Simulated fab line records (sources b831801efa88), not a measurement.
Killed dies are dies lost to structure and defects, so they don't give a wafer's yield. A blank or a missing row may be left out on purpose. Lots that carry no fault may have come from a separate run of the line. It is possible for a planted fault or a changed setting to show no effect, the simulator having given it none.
Which of the tools did it?    flow gf180mcu    13 lots, 39 wafers sampled, at 5 steps of a route of 602

WHAT THE GAUGES READ, wafer by wafer
GF_M4_THK_MEAS_06: measures by xrf. Usual: M4_ALCU_THK typically reads 447 nm, with standard deviation 5.9.
lot   measured      on             M4_ALCU_THK (nm)  flag
L583  day 23 01:16  film_metro-02  444 452 444       
L582  day 23 05:20  film_metro-03  444 447 445       
L580  day 23 07:26  film_metro-04  447 449 448       
L584  day 23 10:08  film_metro-04  454 447 451       
L586  day 23 19:58  film_metro-02  433 438 434       
L587  day 24 04:56  film_metro-02  448 450 439       
L588  day 24 08:01  film_metro-04  446 460 456       
L589  day 24 22:22  film_metro-04  446 444 451       
L591  day 25 09:20  film_metro-04  453 452 452       
L594  day 26 06:54  film_metro-02  444 447 448       
L596  day 27 04:35  film_metro-03  449 453 451       
L602  day 29 08:32  film_metro-04  452 456 455       
L603  day 29 12:14  film_metro-03  448 448 451       

GF_MIM_THK_MEAS_06. Usual: MIM_CVD_05_THK typically reads 42.0 nm, with standard deviation 0.68.
lot   measured      on             MIM_CVD_05_THK (nm)  flag
L583  day 25 00:47  film_metro-04  41.7 41.4 42.9       
L582  day 25 04:24  film_metro-03  41.6 41.8 42.7       
L580  day 25 07:26  film_metro-01  41.2 42.1 42.3       
L584  day 25 09:33  film_metro-01  42.1 41.5 42.9       
L586  day 25 18:16  film_metro-03  41.9 42.3 42.6       
L587  day 26 04:14  film_metro-04  42.3 42.1 42.6       
L588  day 26 07:08  film_metro-03  41.6 41.3 42.3       
L589  day 26 21:49  film_metro-03  42.1 42.3 42.9       
L591  day 27 08:24  film_metro-04  42.3 42.8 42.9       
L594  day 28 06:21  film_metro-04  41.6 43.3 37.8       
L596  day 29 03:00  film_metro-01  41.2 42.0 42.1       
L602  day 31 01:20  film_metro-04  41.4 42.4 43.0       
L603  day 31 04:10  film_metro-03  40.5 40.7 41.7       

WHAT TOOL EACH LOT RAN ON (gives the tool, then ch and the chambers of the sampled wafers, and finally the start)
lot   GF_V2_SPUTTER_22              GF_V3_STRIP_18                        GF_MIM_CVD_05
L583  pvd_sputter-02, day 21 00:07  plasma_asher-01 ch 0,1, day 22 23:40  pecvd-01 ch 0,2, day 25 00:46
L582  pvd_sputter-01, day 21 04:04  plasma_asher-01 ch 0,1, day 23 03:41  pecvd-03 ch 0,1, day 25 04:22
L580  pvd_sputter-03, day 21 06:02  plasma_asher-01 ch 0, day 23 05:31    pecvd-03 ch 1,2, day 25 07:25
L584  pvd_sputter-02, day 21 09:07  plasma_asher-01 ch 0,1, day 23 08:34  pecvd-04 ch 0,1,2, day 25 09:31
L586  pvd_sputter-01, day 21 18:58  plasma_asher-01 ch 0,1, day 23 18:24  pecvd-04 ch 0,1, day 25 18:13
L587  pvd_sputter-02, day 22 04:28  plasma_asher-03 ch 0,1, day 24 03:22  pecvd-04 ch 0,1,2, day 26 04:11
L588  pvd_sputter-03, day 22 07:01  plasma_asher-03 ch 0,1, day 24 06:22  pecvd-01 ch 0,2, day 26 07:07
L589  pvd_sputter-03, day 22 21:13  plasma_asher-01 ch 0,1, day 24 20:46  pecvd-03 ch 2, day 26 21:46
L591  pvd_sputter-03, day 23 09:37  plasma_asher-01 ch 0,1, day 25 07:46  pecvd-01 ch 0,1,2, day 27 08:22
L594  pvd_sputter-02, day 24 06:44  plasma_asher-02 ch 0,1, day 26 05:20  pecvd-01 ch 0,1,2, day 28 06:18
L596  pvd_sputter-02, day 25 05:19  plasma_asher-01 ch 1, day 27 03:01    pecvd-03 ch 1,2, day 29 02:58
L602  pvd_sputter-02, day 27 08:53  plasma_asher-03 ch 0,1, day 29 06:57  pecvd-04 ch 0,1,2, day 31 01:16
L603  pvd_sputter-01, day 27 12:57  plasma_asher-03 ch 0,1, day 29 10:39  pecvd-03 ch 0,1, day 31 04:06
- GF_V2_SPUTTER_22: material TiN, target thk 10 nm, time 40 s.
- GF_V3_STRIP_18: strips in O2/N2.
- GF_MIM_CVD_05: deposits Si3N4, target thk 42 nm, time 29.086 s.

WHAT THE TOOLS THEMSELVES READ (means of the sampled wafers that have a number; where no wafer has one, the mark that the record gives instead)
GF_V2_SPUTTER_22. Usual: throttle_valve_pct reads 30.3 % (standard deviation 1).
lot   tool            throttle_valve_pct (%)  flag
L583  pvd_sputter-02  29.8                    
L582  pvd_sputter-01  31.5                    
L580  pvd_sputter-03  32.2                    
L584  pvd_sputter-02  30.2                    
L586  pvd_sputter-01  31.3                    
L587  pvd_sputter-02  29.8                    
L588  pvd_sputter-03  30.2                    
L589  pvd_sputter-03  31.5                    
L591  pvd_sputter-03  30.6                    
L594  pvd_sputter-02  29.9                    
L596  pvd_sputter-02  29.8                    
L602  pvd_sputter-02  29.6                    
L603  pvd_sputter-01  31.2                    

GF_V3_STRIP_18. Usual: drypump_motor_current_A 5.6 A, standard deviation 0.51; heater_power_w 333 W, standard deviation 39; o2_flow_sccm 3000 sccm, standard deviation 7.4; oes_product_au 0.592 a.u., standard deviation 0.005.
lot   tool             drypump_motor_current_A (A)  heater_power_w (W)  o2_flow_sccm (sccm)  oes_product_au (a.u.)  flag
L583  plasma_asher-01  5.0                          299                 3002                 0.599                  
L582  plasma_asher-01  5.1                          302                 2999                 0.593                  
L580  plasma_asher-01  5.2                          312                 2997                 0.594                  
L584  plasma_asher-01  5.1                          301                 2995                 0.598                  
L586  plasma_asher-01  5.0                          298                 3002                 0.596                  
L587  plasma_asher-03  6.1                          348                 2990                 0.594                  
L588  plasma_asher-03  6.1                          340                 2996                 0.591                  
L589  plasma_asher-01  5.0                          302                 3008                 0.592                  
L591  plasma_asher-01  5.0                          298                 2998                 0.593                  
L594  plasma_asher-02  6.1                          367                 3007                 0.590                  
L596  plasma_asher-01  5.0                          286                 2995                 0.592                  
L602  plasma_asher-03  6.0                          352                 3000                 0.593                  
L603  plasma_asher-03  6.1                          345                 3002                 0.593                  

GF_MIM_CVD_05. Usual: heater_power_w reads 632 W (standard deviation 120).
lot   tool      heater_power_w (W)  flag
L583  pecvd-01  529                 
L582  pecvd-03  519                 
L580  pecvd-03  705                 
L584  pecvd-04  619                 
L586  pecvd-04  578                 
L587  pecvd-04  614                 
L588  pecvd-01  512                 
L589  pecvd-03  746                 
L591  pecvd-01  641                 
L594  pecvd-01  610                 
L596  pecvd-03  656                 
L602  pecvd-04  586                 
L603  pecvd-03  525                 

THE ANSWER, worked out from the rows above alone
Rule: a lot is off if the mean of its wafers that have a number lies more than 3 standard deviations from the usual mean. Also off: a lot with no number at a reading for which 4 or more lots have one. All remaining lots with rows at the step are treated as sound. Order of review: gauges by route order, followed by the tools' own readings, for which a lot's mean as printed above is used. The first step at which some lot is off is used, and at that step the reading that is off furthest; a lot without a number counts as furthest.
No lot is off at any reading shown: from this, nothing can be told.

WHAT THE SIMULATOR HAD PUT IN
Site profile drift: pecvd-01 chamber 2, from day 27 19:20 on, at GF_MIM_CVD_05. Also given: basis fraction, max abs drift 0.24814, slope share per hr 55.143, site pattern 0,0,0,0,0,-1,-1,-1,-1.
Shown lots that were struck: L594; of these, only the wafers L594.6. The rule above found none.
